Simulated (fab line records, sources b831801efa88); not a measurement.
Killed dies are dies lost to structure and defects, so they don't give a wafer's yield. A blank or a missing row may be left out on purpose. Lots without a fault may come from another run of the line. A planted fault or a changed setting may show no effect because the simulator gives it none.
fab line records | flow gf180mcu
record lots=5 wafers=15 last_day=33
route steps=602 shown NSD@262 PSD@263 SAB@264 SALICIDE@278 CONTACT@287
lots that met no fault: from a run of the same line without faults
start_h: hours from the record's first day to the start of the lot's first wafer shown | wait_h: hours since the lot's step before | " the same as in the row above | L1.1+2: a row that stands for several wafers | - no value, or no start given | * or withheld: withheld | < > ~ a bound
route shown NAME@n: a module of which the file shows steps, and the number in the route of the first | usual: mean/standard deviation of fault-free wafers | same: alike in all rows | chamber/n: place in a boat | sites: the reading at each site | _std_site: their standard deviation | _edge_site: outer sites' mean less inner sites' | radius_mm: how far each site lies from the wafer's centre | mask NAME#n: copy n | behind: the tool/chamber that last shaped the wafer | hold: why the lot was held/for how many hours/how that ended | device: the transistor (n, p or np) that didn't switch | end of line: the same wafers' tests at the end of the route | a step without rows: its recipe alone | killed: dies lost to structure and defects at the first sort, not the wafer's yield | map: a wafer's dies, x killed, . not, _ none there
set.NAME: the setting as run; set.NAME@STEP: as run at that earlier step | model.NAME: the simulator's own value behind a step, which no gauge read
lots at some steps of the route; a table a step, a row a wafer
services: from which hour (start_h, from the record's first day; less than 0 if before it) a tool's chamber was out of use, for how many hours, and why
## steps
# step GF_PSD_RS_MEAS_14
# recipe thk_meas_gauge=four-point-probe
# usual NSD_RS=46.10/0.092
# columns lot.wafer tool chamber start_h wait_h NSD_RS[ohm/sq]
L074.1 film_metro-01 - 316.68 0.1 46.09
L074.4 " - " " 46.12
L074.6 " - " " 46.21
L089.4 film_metro-01 - 449.04 0.1 45.97
L089.5 " - " " 45.93
L089.6 " - " " 46.01
L090.1 film_metro-01 - 452.65 0.1 46.18
L090.2 " - " " 46.18
L090.4 " - " " 46.19
L091.1 film_metro-01 - 463.10 0.1 46.05
L091.2 " - " " 46.10
L091.5 " - " " 46.08
L092.3 film_metro-03 - 473.04 0.1 46.17
L092.5 " - " " 46.14
L092.6 " - " " 46.24
# step GF_PSD_RS_MEAS_15
# recipe thk_meas_gauge=four-point-probe
# usual PSD_RS=108.0/0.3
# columns lot.wafer tool chamber start_h wait_h PSD_RS[ohm/sq]
L074.1 film_metro-01 - 316.80 0.1 108.1
L074.4 " - " " 108.1
L074.6 " - " " 108.6
L089.4 film_metro-01 - 449.16 0.1 107.7
L089.5 " - " " 107.6
L089.6 " - " " 107.7
L090.1 film_metro-01 - 452.77 0.1 108.1
L090.2 " - " " 108.2
L090.4 " - " " 108.1
L091.1 film_metro-01 - 463.22 0.1 107.4
L091.2 " - " " 107.6
L091.5 " - " " 108.0
L092.3 film_metro-03 - 473.16 0.1 108.7
L092.5 " - " " 108.4
L092.6 " - " " 108.4
# step GF_SAB_CVD_00
# recipe material=SiO2 target_thk_nm=50 precursor=TEOS temp_c=400 time_s=4.9302 rf_w=600
# usual heater_power_w=624/100 susceptor_temp_C=400.01/0.24
# columns lot.wafer tool chamber start_h wait_h heater_power_w susceptor_temp_C
L074.1 pecvd-03 2 316.92 0.1 523 399.96
L074.4 " 0 " " 850 400.29
L074.6 " 1 " " 666 399.66
L089.4 pecvd-03 2 449.23 0.0 610 400.40
L089.5 " 1 " " 577 400.20
L089.6 " 0 " " 861 400.28
L090.1 pecvd-04 0 452.89 0.1 759 400.18
L090.2 " 1 " " 549 400.08
L090.4 " 2 " " 488 399.81
L091.1 pecvd-01 1 463.34 0.1 614 400.09
L091.2 " 2 " " 515 400.58
L091.5 " 1 " " 620 400.09
L092.3 pecvd-04 0 473.24 0.1 825 399.89
L092.5 " 1 " " 591 399.66
L092.6 " 2 " " 528 399.63
# step GF_SAB_THK_MEAS_01
# recipe reads=SiO2_of_SAB_CVD_00
# usual SAB_CVD_00_THK=49.9/0.65
# columns lot.wafer tool chamber start_h wait_h SAB_CVD_00_THK[nm]
L074.1 film_metro-03 - 316.94 0.0 49.6
L074.4 " - " " 50.3
L074.6 " - " " 50.3
L089.4 film_metro-03 - 449.27 0.0 49.3
L089.5 " - " " 49.1
L089.6 " - " " 49.5
L090.1 film_metro-03 - 452.91 0.0 50.3
L090.2 " - " " 49.5
L090.4 " - " " 50.9
L091.1 film_metro-04 - 463.36 0.0 49.4
L091.2 " - " " 49.0
L091.5 " - " " 50.7
L092.3 film_metro-04 - 473.28 0.0 50.3
L092.5 " - " " 50.7
L092.6 " - " " 51.0
# step GF_SAB_DEHYDRATE_02
# recipe temp_c=200 time_s=60
# columns lot.wafer tool chamber start_h wait_h
L074.1+4+6 litho_track-03 0 326.85 9.9
L089.4+5+6 litho_track-02 0 460.57 11.3
L090.1+2+4 litho_track-03 0 464.10 11.2
L091.1+2+5 litho_track-03 0 474.55 11.2
L092.3+5+6 litho_track-03 0 484.55 11.3
# step GF_SAB_HMDS_03
# recipe prime_time_s=60 prime_temp_c=120
# columns lot.wafer tool chamber start_h wait_h
L074.1+4+6 litho_track-03 0 327.00 0.1
L089.4+5+6 litho_track-02 0 460.72 0.1
L090.1+2+4 litho_track-03 0 464.25 0.1
L091.1+2+5 litho_track-03 0 474.70 0.1
L092.3+5+6 litho_track-03 0 484.70 0.1
# step GF_SAB_COAT_04
# recipe resist=NOVOLAK spin_rpm=3000 resist_thk_nm=1000
# columns lot.wafer tool chamber start_h wait_h
L074.1+4+6 litho_track-03 0 327.15 0.1
L089.4+5+6 litho_track-02 0 460.87 0.1
L090.1+2+4 litho_track-03 0 464.40 0.1
L091.1+2+5 litho_track-03 0 474.85 0.1
L092.3+5+6 litho_track-03 0 484.85 0.1
# step GF_SAB_SOFTBAKE_05
# recipe temp_c=90 time_s=60 resist=NOVOLAK
# columns lot.wafer tool chamber start_h wait_h
L074.1+4+6 litho_track-03 0 327.30 0.1
L089.4+5+6 litho_track-02 0 461.02 0.1
L090.1+2+4 litho_track-03 0 464.55 0.1
L091.1+2+5 litho_track-03 0 475.00 0.1
L092.3+5+6 litho_track-03 0 485.00 0.1
# step GF_SAB_EXPOSE_06
# recipe mask_id=SAB target_cd_nm=420 na=0.6 source_shape=conventional sigma_outer=0.6 dose_mj=140
# usual exposure_dose_mJ_cm2=141.63/0.12 reticle_temp_C=22.98/0.11
# columns lot.wafer tool chamber start_h wait_h mask exposure_dose_mJ_cm2 reticle_temp_C
L074.1 iline_stepper-02 0 - - SAB#0 141.64 22.94
L074.4 " 0 " " SAB#0 141.58 22.80
L074.6 " 0 " " SAB#0 141.53 22.95
L089.4 iline_stepper-02 0 - - SAB#0 141.56 22.98
L089.5 " 0 " " SAB#0 141.59 23.02
L089.6 " 0 " " SAB#0 141.45 22.93
L090.1 iline_stepper-02 0 - - SAB#0 141.69 23.10
L090.2 " 0 " " SAB#0 141.52 22.92
L090.4 " 0 " " SAB#0 141.57 22.99
L091.1 iline_stepper-01 0 - - SAB#0 141.67 22.95
L091.2 " 0 " " SAB#0 141.75 23.09
L091.5 " 0 " " SAB#0 141.68 23.16
L092.3 iline_stepper-02 0 - - SAB#0 141.58 23.01
L092.5 " 0 " " SAB#0 141.38 22.83
L092.6 " 0 " " SAB#0 141.30 22.94
# step GF_SAB_PEB_07
# recipe temp_c=withheld time_s=* resist=NOVOLAK
# columns lot.wafer tool chamber start_h wait_h
L074.1+4+6 litho_track-03 0 - -
L089.4+5+6 litho_track-03 0 - -
L090.1+2+4 litho_track-03 0 - -
L091.1+2+5 litho_track-01 0 - -
L092.3+5+6 litho_track-02 0 - -
# step GF_SAB_DEVELOP_08
# recipe develop_time_s=60 dev_temp_c=23.97
# usual developer_temp_C=23.97/0.1
# columns lot.wafer tool chamber start_h wait_h developer_temp_C
L074.1 litho_track-03 0 337.70 0.1 23.79
L074.4 " 0 " " 23.94
L074.6 " 0 " " 23.83
L089.4 litho_track-03 0 472.42 0.1 24.00
L089.5 " 0 " " 24.02
L089.6 " 0 " " 24.02
L090.1 litho_track-03 0 476.90 0.1 23.94
L090.2 " 0 " " 23.88
L090.4 " 0 " " 23.88
L091.1 litho_track-01 0 486.88 0.1 24.06
L091.2 " 0 " " 24.05
L091.5 " 0 " " 24.07
L092.3 litho_track-02 0 496.49 0.1 23.92
L092.5 " 0 " " 23.89
L092.6 " 0 " " 23.83
# step GF_SAB_CD_MEAS_09
# recipe target_cd_nm=420
# usual cd_nm=419.5/2.3
# columns lot.wafer tool chamber start_h wait_h cd_nm
L074.1 cd_sem-02 - 337.85 0.1 420.8
L074.4 " - " " 422.8
L074.6 " - " " 422.4
L089.4 cd_sem-01 - 472.56 0.1 419.1
L089.5 " - " " 419.1
L089.6 " - " " 419.2
L090.1 cd_sem-01 - 477.05 0.1 421.3
L090.2 " - " " 421.8
L090.4 " - " " 421.2
L091.1 cd_sem-01 - 487.03 0.1 417.5
L091.2 " - " " 417.9
L091.5 " - " " 418.6
L092.3 cd_sem-02 - 496.63 0.1 423.7
L092.5 " - " " 420.7
L092.6 " - " " 420.1
# step GF_SAB_OVL_MEAS_10
# usual SAB_OVL=0.9/1.3
# columns lot.wafer tool chamber start_h wait_h SAB_OVL[nm]
L074.1 overlay-02 - 337.97 0.1 0.5
L074.4 " - " " 1.3
L074.6 " - " " 1.0
L089.4 overlay-01 - 472.64 0.1 -1.0
L089.5 " - " " 0.8
L089.6 " - " " 2.2
L090.1 overlay-01 - 477.20 0.1 1.4
L090.2 " - " " 0.3
L090.4 " - " " 0.6
L091.1 overlay-01 - 487.15 0.1 1.0
L091.2 " - " " 0.7
L091.5 " - " " 2.2
L092.3 overlay-02 - 496.73 0.1 -0.8
L092.5 " - " " 0.7
L092.6 " - " " 0.3
# step GF_SAB_ETCH_11
# recipe chemistry=C4F8/O2/Ar mask_material=NOVOLAK target=SiO2 target_depth_nm=55 source_w=1500 bias_w=1200 pressure_mtorr=40 c4f8_flow_sccm=withheld O2_flow_sccm=6 Ar_flow_sccm=300 time_s=8.5
# usual oes_product_au=1.000/0.014
# columns lot.wafer tool chamber start_h wait_h oes_product_au rf_hours_counter_h
L074.1 rie_diel-03 2 338.01 0.0 1.031 45
L074.4 " 1 " " 1.005 16
L074.6 " 0 " " 0.979 -
L089.4 rie_diel-03 1 472.67 0.0 1.008 -
L089.5 " 2 " " 1.010 -
L089.6 " 0 " " 0.981 -
L090.1 rie_diel-04 1 477.24 0.0 1.005 16
L090.2 " 2 " " 0.990 33
L090.4 " 3 " " 1.004 74
L091.1 rie_diel-03 2 487.19 0.0 1.014 49
L091.2 " 3 " " 1.012 8
L091.5 " 1 " " 1.008 -
L092.3 rie_diel-03 2 496.75 0.0 1.005 49
L092.5 " 1 " " 0.999 -
L092.6 " 0 " " 0.966 -
# step GF_SAB_WET_ETCH_12
# recipe chemistry=dHF target_depth_nm=22 dry=n2_spin target=SiO2 temp_c=25 dilution=100:1 time_s=440
# columns lot.wafer tool chamber start_h wait_h
L074.1+4+6 wet_bench-03 3 338.03 0.0
L089.4+5+6 wet_bench-01 1 472.68 0.0
L090.1+2+4 wet_bench-03 3 477.26 0.0
L091.1+2+5 wet_bench-04 1 487.21 0.0
L092.3+5+6 wet_bench-01 3 496.77 0.0
# step GF_SAB_STRIP_13
# recipe chemistry=O2/N2 power_w=1400 pressure_mtorr=1500 platen_temp_c=250 o2_flow_sccm=3000 n2_flow_sccm=300 overash_fraction=0.5
# usual drypump_motor_current_A=5.73/0.24 heater_power_w=310/25 oes_product_au=0.710/0.0051 platen_temp_c=250.03/0.17 strip_time_to_endpoint_s=12.60/0.038
# columns lot.wafer tool chamber start_h wait_h drypump_motor_current_A heater_power_w oes_product_au platen_temp_c rf_hours_counter_h strip_time_to_endpoint_s
L074.1 plasma_asher-02 1 338.16 0.0 5.84 257 0.711 250.25 27 12.61
L074.4 " 0 " " 6.15 325 0.704 249.98 - 12.59
L074.6 " 0 " " 6.16 323 0.707 249.91 - 12.61
L089.4 plasma_asher-04 1 472.84 0.0 5.38 306 0.712 249.95 - 12.61
L089.5 " 0 " " 5.78 305 0.707 250.04 - 12.63
L089.6 " 1 " " 5.38 301 0.703 250.13 - 12.64
L090.1 plasma_asher-04 0 477.39 0.0 5.75 314 0.709 250.15 70 12.57
L090.2 " 1 " " 5.41 298 0.710 249.86 70 12.63
L090.4 " 1 " " 5.41 304 0.718 249.77 - 12.59
L091.1 plasma_asher-04 1 487.34 0.0 5.38 292 0.706 250.27 72 12.58
L091.2 " 0 " " 5.76 316 0.709 249.72 72 12.62
L091.5 " 1 " " 5.40 297 0.717 249.98 - 12.60
L092.3 plasma_asher-02 1 496.94 0.0 5.84 253 0.717 249.96 - 12.61
L092.5 " 0 " " 6.16 322 0.713 250.25 - 12.57
L092.6 " 1 " " 5.84 260 0.713 250.32 - 12.60
# step GF_SALICIDE_CLEAN_00
# recipe chemistry=SC1/SC2 mix=1:4:20 temp_c=70 time_s=150
# columns lot.wafer tool chamber start_h wait_h
L074.1+4+6 wet_bench-01 2 338.26 0.1
L089.4+5+6 wet_bench-01 0 472.91 0.0
L090.1+2+4 wet_bench-02 0 477.49 0.1
L091.1+2+5 wet_bench-02 1 487.44 0.1
L092.3+5+6 wet_bench-02 3 497.00 0.0
# step GF_SALICIDE_WET_ETCH_01
# recipe chemistry=dHF target_depth_nm=5 dry=ipa_marangoni target=SiO2 temp_c=25 dilution=100:1 time_s=100
# columns lot.wafer tool chamber start_h wait_h
L074.1+4+6 wet_bench-02 2 338.31 0.0
L089.4+5+6 wet_bench-03 2 472.96 0.0
L090.1+2+4 wet_bench-03 1 477.55 0.0
L091.1+2+5 wet_bench-01 0 487.50 0.0
L092.3+5+6 wet_bench-03 0 497.06 0.0
# step GF_SALICIDE_SPUTTER_02
# recipe material=Co target_thk_nm=10 power_w=1000 time_s=20 chamber_pressure_pa=0.4
# usual chamber_pressure_pa=0.3999/0.00076 throttle_valve_pct=30.5/0.77
# columns lot.wafer tool chamber start_h wait_h chamber_pressure_pa throttle_valve_pct
L074.1 pvd_sputter-02 - 338.35 0.0 0.4003 30.4
L074.4 " - " " 0.3997 31.7
L074.6 " - " " 0.4005 29.3
L089.4 pvd_sputter-03 - 473.01 0.0 0.3999 30.3
L089.5 " - " " 0.4007 31.0
L089.6 " - " " 0.4006 29.4
L090.1 pvd_sputter-04 - 477.58 0.0 0.4003 30.1
L090.2 " - " " 0.3991 31.0
L090.4 " - " " 0.4001 31.5
L091.1 pvd_sputter-03 - 487.54 0.0 0.3994 30.5
L091.2 " - " " 0.4014 31.2
L091.5 " - " " 0.3997 29.9
L092.3 pvd_sputter-04 - 497.10 0.0 0.4004 31.1
L092.5 " - " " 0.3990 30.3
L092.6 " - " " 0.4001 31.2
# step GF_SALICIDE_SPUTTER_03
# recipe material=TiN target_thk_nm=20 power_w=6500 time_s=16.7 chamber_pressure_pa=0.4
# usual chamber_pressure_pa=0.3999/0.00072 throttle_valve_pct=30.5/0.77
# columns lot.wafer tool chamber start_h wait_h chamber_pressure_pa throttle_valve_pct
L074.1 pvd_sputter-02 - 338.37 0.0 0.3986 30.5
L074.4 " - " " 0.4003 31.4
L074.6 " - " " 0.3997 29.0
L089.4 pvd_sputter-03 - 473.03 0.0 0.4018 30.3
L089.5 " - " " 0.3996 31.0
L089.6 " - " " 0.3992 29.4
L090.1 pvd_sputter-04 - 477.61 0.0 0.4004 30.0
L090.2 " - " " 0.4001 31.1
L090.4 " - " " 0.3997 31.5
L091.1 pvd_sputter-03 - 487.57 0.0 0.4010 30.1
L091.2 " - " " 0.3993 31.1
L091.5 " - " " 0.4008 29.8
L092.3 pvd_sputter-04 - 497.12 0.0 0.4004 31.3
L092.5 " - " " 0.4007 30.1
L092.6 " - " " 0.4006 31.3
# step GF_SALICIDE_RS_MEAS_04
# recipe thk_meas_gauge=four-point-probe reads=TiN_of_SALICIDE_SPUTTER_03+Co_of_SALICIDE_SPUTTER_02
# usual SALICIDE_TIN_RS=16.3/0.3
# columns lot.wafer tool chamber start_h wait_h SALICIDE_TIN_RS[ohm/sq]
L074.1 film_metro-01 - 338.40 0.0 16.5
L074.4 " - " " 16.0
L074.6 " - " " 16.2
L089.4 film_metro-04 - 473.11 0.1 16.7
L089.5 " - " " 16.2
L089.6 " - " " 16.5
L090.1 film_metro-01 - 477.64 0.0 15.9
L090.2 " - " " 16.1
L090.4 " - " " 16.5
L091.1 film_metro-02 - 487.59 0.0 16.5
L091.2 " - " " 15.8
L091.5 " - " " 16.2
L092.3 film_metro-02 - 497.19 0.1 16.1
L092.5 " - " " 16.1
L092.6 " - " " 16.1
# step GF_SALICIDE_THK_MEAS_05
# recipe thk_meas_gauge=xrf reads=TiN_of_SALICIDE_SPUTTER_03
# usual SALICIDE_TIN_THK=19.53/0.23
# columns lot.wafer tool chamber start_h wait_h SALICIDE_TIN_THK[nm]
L074.1 film_metro-01 - 338.52 0.1 19.61
L074.4 " - " " 19.46
L074.6 " - " " 19.58
L089.4 film_metro-04 - 473.20 0.1 19.81
L089.5 " - " " 19.58
L089.6 " - " " 19.60
L090.1 film_metro-01 - 477.76 0.1 20.42
L090.2 " - " " 20.12
L090.4 " - " " 20.08
L091.1 film_metro-02 - 487.71 0.1 19.56
L091.2 " - " " 19.41
L091.5 " - " " 19.36
L092.3 film_metro-02 - 497.29 0.1 19.16
L092.5 " - " " 19.61
L092.6 " - " " 19.43
# step GF_SALICIDE_RTA_06
# recipe temp_c=530 time_s=30 ambient=N2
# usual lamp_power_pct=7.0/1 wafer_temp_C_max=532.3/0.54
# columns lot.wafer tool chamber start_h wait_h lamp_power_pct wafer_temp_C_max
L074.1 rtp_anneal-02 0 338.58 0.1 6.1 532.6
L074.4 " 0 " " 6.1 533.1
L074.6 " 0 " " 6.1 532.7
L089.4 rtp_anneal-02 0 473.28 0.1 6.1 532.1
L089.5 " 0 " " 6.1 531.4
L089.6 " 0 " " 6.1 531.9
L090.1 rtp_anneal-01 0 477.82 0.1 8.2 531.6
L090.2 " 0 " " 8.2 532.0
L090.4 " 0 " " 8.2 531.5
L091.1 rtp_anneal-01 0 487.77 0.1 8.2 532.6
L091.2 " 0 " " 8.2 532.6
L091.5 " 0 " " 8.2 532.5
L092.3 rtp_anneal-02 0 497.36 0.1 6.1 533.0
L092.5 " 0 " " 6.1 532.4
L092.6 " 0 " " 6.1 532.6
# step GF_SALICIDE_WET_ETCH_07
# recipe chemistry=SPM target_depth_nm=120 dry=n2_spin
# columns lot.wafer tool chamber start_h wait_h
L074.1+4+6 wet_bench-01 2 338.68 0.1
L089.4+5+6 wet_bench-02 2 473.33 0.0
L090.1+2+4 wet_bench-03 1 477.92 0.1
L091.1+2+5 wet_bench-03 3 487.87 0.1
L092.3+5+6 wet_bench-02 1 497.43 0.1
# step GF_SALICIDE_RTA_08
# recipe temp_c=800 time_s=30 ambient=N2
# usual lamp_power_pct=20.0/2.9 wafer_temp_C_max=803.4/0.88
# columns lot.wafer tool chamber start_h wait_h lamp_power_pct wafer_temp_C_max
L074.1 rtp_anneal-02 0 338.77 0.0 16.9 804.2
L074.4 " 0 " " 16.9 803.9
L074.6 " 0 " " 16.9 805.1
L089.4 rtp_anneal-01 0 473.48 0.1 22.7 803.4
L089.5 " 0 " " 22.7 803.5
L089.6 " 0 " " 22.7 803.1
L090.1 rtp_anneal-02 0 478.01 0.0 16.9 805.4
L090.2 " 0 " " 16.9 804.3
L090.4 " 0 " " 16.9 804.8
L091.1 rtp_anneal-01 0 487.97 0.0 22.7 802.1
L091.2 " 0 " " 22.7 802.5
L091.5 " 0 " " 22.7 802.5
L092.3 rtp_anneal-01 0 497.56 0.0 22.7 802.3
L092.5 " 0 " " 22.7 802.8
L092.6 " 0 " " 22.7 802.6
# step GF_CONTACT_CVD_00
# recipe material=SiO2 target_thk_nm=300 sigma_open_frac=0.3 temp_c=400 time_s=50 sih4_flow_sccm=60 pressure_mtorr=6
# usual susceptor_temp_C=399.99/0.22
# columns lot.wafer tool chamber start_h wait_h susceptor_temp_C
L074.1 hdpcvd-01 2 338.87 0.1 400.02
L074.4 " 2 " " 400.09
L074.6 " 1 " " 400.04
L089.4 hdpcvd-02 1 473.55 0.1 399.76
L089.5 " 2 " " 399.40
L089.6 " 0 " " 400.23
L090.1 hdpcvd-01 0 478.11 0.1 400.16
L090.2 " 2 " " 399.82
L090.4 " 2 " " 400.11
L091.1 hdpcvd-02 0 488.07 0.1 399.96
L091.2 " 1 " " 399.82
L091.5 " 1 " " 399.58
L092.3 hdpcvd-02 0 497.63 0.1 399.79
L092.5 " 0 " " 400.01
L092.6 " 1 " " 400.20
# step GF_CONTACT_THK_MEAS_01
# recipe reads=SiO2_of_CONTACT_CVD_00
# usual CONTACT_CVD_00_THK=299.4/2.9
# columns lot.wafer tool chamber start_h wait_h CONTACT_CVD_00_THK[nm]
L074.1 film_metro-02 - 338.92 0.0 297.0
L074.4 " - " " 292.5
L074.6 " - " " 297.5
L089.4 film_metro-03 - 473.60 0.0 300.2
L089.5 " - " " 299.6
L089.6 " - " " 296.6
L090.1 film_metro-03 - 478.15 0.0 297.7
L090.2 " - " " 295.1
L090.4 " - " " 298.0
L091.1 film_metro-04 - 488.15 0.1 300.6
L091.2 " - " " 305.0
L091.5 " - " " 301.4
L092.3 film_metro-03 - 497.69 0.0 296.4
L092.5 " - " " 298.6
L092.6 " - " " 301.5
# step GF_CONTACT_CVD_02
# recipe material=SiO2 target_thk_nm=860 precursor=TEOS temp_c=400 time_s=95.992 rf_w=600
# usual heater_power_w=627/110 susceptor_temp_C=400.01/0.23
# columns lot.wafer tool chamber start_h wait_h heater_power_w susceptor_temp_C
L074.1 pecvd-04 2 338.98 0.1 599 399.73
L074.4 " 2 " " 466 400.34
L074.6 " 0 " " 830 400.09
L089.4 pecvd-02 0 473.67 0.1 458 399.91
L089.5 " 1 " " 612 399.80
L089.6 " 2 " " 738 399.96
L090.1 pecvd-02 1 478.21 0.1 659 399.83
L090.2 " 0 " " 474 400.54
L090.4 " 0 " " 524 399.87
L091.1 pecvd-02 2 488.21 0.1 819 400.48
L091.2 " 0 " " 531 400.14
L091.5 " 2 " " 836 400.14
L092.3 pecvd-02 2 497.73 0.0 696 400.23
L092.5 " 0 " " 552 399.96
L092.6 " 1 " " 745 399.68
# step GF_CONTACT_THK_MEAS_03
# recipe reads=SiO2_of_CONTACT_CVD_02
# usual CONTACT_CVD_02_THK=860/12
# columns lot.wafer tool chamber start_h wait_h CONTACT_CVD_02_THK[nm]
L074.1 film_metro-02 - 339.07 0.1 856
L074.4 " - " " 868
L074.6 " - " " 871
L089.4 film_metro-04 - 473.73 0.0 876
L089.5 " - " " 865
L089.6 " - " " 870
L090.1 film_metro-03 - 478.28 0.0 848
L090.2 " - " " 853
L090.4 " - " " 862
L091.1 film_metro-02 - 488.28 0.0 842
L091.2 " - " " 849
L091.5 " - " " 865
L092.3 film_metro-02 - 497.82 0.1 860
L092.5 " - " " 859
L092.6 " - " " 867
# step GF_CONTACT_CMP_04
# recipe material=SiO2 down_force_psi=4 platen_rpm=60 pad_velocity_m_s=0.94248
# usual motor_current_A=11.2/0.88 time_to_endpoint_s=111/5.7
# columns lot.wafer tool chamber start_h wait_h motor_current_A time_to_endpoint_s
L074.4 cmp-01 1 339.37 0.3 12.5 120
L074.1 " 0 " " 9.3 108
L074.6 " 2 " " 11.0 117
L089.4 cmp-02 2 473.81 0.1 11.5 114
L089.5 " 1 " " 11.3 111
L089.6 " 2 " " 11.4 113
L090.2 cmp-01 1 478.53 0.2 12.2 109
L090.4 " 3 " " 10.6 110
L090.1 " 0 " " 10.6 101
L091.1 cmp-02 3 488.39 0.1 11.9 99
L091.2 " 1 " " 10.9 108
L091.5 " 3 " " 12.0 106
L092.3 cmp-01 3 498.01 0.2 10.8 110
L092.5 " 3 " " 10.8 110
L092.6 " 0 " " 9.8 109
# step GF_CONTACT_BOW_MEAS_05
# recipe mode=bow
# usual CONTACT_BOW=65/6.9
# columns lot.wafer tool chamber start_h wait_h CONTACT_BOW[um]
L074.1 film_metro-04 - 339.67 0.1 71
L074.4 " - " " 67
L074.6 " - " " 66
L089.4 film_metro-04 - 474.12 0.3 70
L089.5 " - " " 67
L089.6 " - " " 69
L090.1 film_metro-03 - 478.83 0.1 72
L090.2 " - " " 61
L090.4 " - " " 71
L091.1 film_metro-02 - 488.64 0.2 62
L091.2 " - " " 57
L091.5 " - " " 63
L092.3 film_metro-04 - 498.35 0.3 57
L092.5 " - " " 58
L092.6 " - " " 64
# step GF_CONTACT_DEHYDRATE_06
# recipe temp_c=200 time_s=60
# columns lot.wafer tool chamber start_h wait_h
L074.1+4+6 litho_track-04 0 349.68 10.0
L089.4+5+6 litho_track-02 0 485.82 11.7
L090.1+2+4 litho_track-04 0 490.13 11.3
L091.1+2+5 litho_track-02 0 500.04 11.4
L092.3+5+6 litho_track-04 0 509.13 10.8
# step GF_CONTACT_HMDS_07
# recipe prime_time_s=60 prime_temp_c=120
# columns lot.wafer tool chamber start_h wait_h
L074.1+4+6 litho_track-04 0 349.83 0.1
L089.4+5+6 litho_track-02 0 485.97 0.1
L090.1+2+4 litho_track-04 0 490.28 0.1
L091.1+2+5 litho_track-02 0 500.19 0.1
L092.3+5+6 litho_track-04 0 509.28 0.1
# step GF_CONTACT_COAT_08
# recipe resist=BARC temp_c=withheld time_s=withheld spin_rpm=withheld resist_thk_nm=withheld
# columns lot.wafer tool chamber start_h wait_h
L074.1+4+6 litho_track-04 0 349.98 0.1
L089.4+5+6 litho_track-02 0 486.12 0.1
L090.1+2+4 litho_track-04 0 490.43 0.1
L091.1+2+5 litho_track-02 0 500.34 0.1
L092.3+5+6 litho_track-04 0 509.43 0.1
# step GF_CONTACT_COAT_09
# recipe resist=KrF spin_rpm=withheld resist_thk_nm=1000
# columns lot.wafer tool chamber start_h wait_h
L074.1+4+6 litho_track-04 0 - -
L089.4+5+6 litho_track-02 0 - -
L090.1+2+4 litho_track-04 0 - -
L091.1+2+5 litho_track-02 0 - -
L092.3+5+6 litho_track-04 0 - -
# step GF_CONTACT_SOFTBAKE_10
# recipe temp_c=130 time_s=60 resist=KrF
# columns lot.wafer tool chamber start_h wait_h
L074.1+4+6 litho_track-04 0 - -
L089.4+5+6 litho_track-02 0 - -
L090.1+2+4 litho_track-04 0 - -
L091.1+2+5 litho_track-02 0 - -
L092.3+5+6 litho_track-04 0 - -
# step GF_CONTACT_EXPOSE_11
# recipe mask_id=Contact target_cd_nm=220 na=0.68 source_shape=conventional sigma_outer=0.6 dose_mj=38
# usual exposure_dose_mJ_cm2=38.36/0.038 reticle_temp_C=23.00/0.11
# columns lot.wafer tool chamber start_h wait_h mask exposure_dose_mJ_cm2 reticle_temp_C
L074.1 krf_scanner-01 0 - - Contact#0 38.41 22.89
L074.4 " 0 " " Contact#0 38.40 22.88
L074.6 " 0 " " Contact#0 38.42 22.86
L089.4 krf_scanner-01 0 - - Contact#0 38.36 23.01
L089.5 " 0 " " Contact#0 38.39 22.93
L089.6 " 0 " " Contact#0 38.33 22.99
L090.1 krf_scanner-02 0 - - Contact#0 38.30 22.91
L090.2 " 0 " " Contact#0 38.29 22.97
L090.4 " 0 " " Contact#0 38.27 22.87
L091.1 krf_scanner-02 0 - - Contact#0 38.40 22.87
L091.2 " 0 " " Contact#0 38.35 22.89
L091.5 " 0 " " Contact#0 38.40 22.71
L092.3 krf_scanner-02 0 - - Contact#0 38.36 23.13
L092.5 " 0 " " Contact#0 38.38 23.02
L092.6 " 0 " " Contact#0 38.40 22.99
# step GF_CONTACT_PEB_12
# recipe peb_temp_c=134.4 peb_time_s=90 resist=KrF
# columns lot.wafer tool chamber start_h wait_h
L074.1+4+6 litho_track-02 0 - -
L089.4+5+6 litho_track-01 0 - -
L090.1+2+4 litho_track-02 0 - -
L091.1+2+5 litho_track-02 0 - -
L092.3+5+6 litho_track-04 0 - -
# step GF_CONTACT_DEVELOP_13
# recipe develop_time_s=60 resist=KrF dev_temp_c=21
# usual developer_temp_C=20.97/0.11
# columns lot.wafer tool chamber start_h wait_h developer_temp_C
L074.1 litho_track-02 0 361.05 0.2 20.91
L074.4 " 0 " " 21.07
L074.6 " 0 " " 21.08
L089.4 litho_track-01 0 497.96 0.1 20.93
L089.5 " 0 " " 20.94
L089.6 " 0 " " 20.93
L090.1 litho_track-02 0 502.84 0.2 21.07
L090.2 " 0 " " 21.04
L090.4 " 0 " " 20.90
L091.1 litho_track-02 0 512.09 0.2 20.91
L091.2 " 0 " " 20.88
L091.5 " 0 " " 20.87
L092.3 litho_track-04 0 520.78 0.1 20.88
L092.5 " 0 " " 20.94
L092.6 " 0 " " 21.00
# step GF_CONTACT_CD_MEAS_14
# recipe target_cd_nm=220
# usual cd_nm=220.1/1.5
# columns lot.wafer tool chamber start_h wait_h cd_nm
L074.1 cd_sem-02 - 361.20 0.1 219.0
L074.4 " - " " 219.4
L074.6 " - " " 220.6
L089.4 cd_sem-01 - 498.09 0.1 221.1
L089.5 " - " " 221.4
L089.6 " - " " 219.5
L090.1 cd_sem-01 - 502.99 0.1 217.0
L090.2 " - " " 218.3
L090.4 " - " " 216.0
L091.1 cd_sem-02 - 512.24 0.1 218.4
L091.2 " - " " 219.7
L091.5 " - " " 220.2
L092.3 cd_sem-01 - 520.92 0.1 222.5
L092.5 " - " " 221.4
L092.6 " - " " 220.8
## services
# columns tool chamber start_h hours kind
cmp-01 - 295.82 23.1 pm
rie_diel-03 3 296.99 2.0 repair
pecvd-02 - 311.88 0.7 repair
cmp-01 - 318.96 5.7 pm
pecvd-02 - 323.22 1.0 repair
krf_scanner-02 - 340.17 12.8 repair
krf_scanner-02 - 352.96 0.8 pm
pecvd-04 - 355.70 2.8 repair
krf_scanner-02 - 355.96 1.3 pm
rtp_anneal-01 - 357.62 4.5 pm
hdpcvd-02 2 360.78 9.9 repair
cmp-01 - 375.95 5.6 pm
wet_bench-03 - 378.60 1.3 repair
hdpcvd-02 - 395.48 0.8 repair
pvd_sputter-03 - 404.48 2.7 repair
rie_diel-03 1 418.18 16.9 repair
wet_bench-01 - 423.92 1.9 pm
plasma_asher-04 - 436.64 9.5 repair
rie_diel-03 3 460.31 14.9 repair
pvd_sputter-04 - 465.38 3.2 repair
pvd_sputter-04 - 478.44 1.6 repair
iline_stepper-02 - 500.42 1.7 pm
pecvd-02 - 511.16 0.5 repair
pvd_sputter-04 - 517.83 1.0 repair
## key
fault none
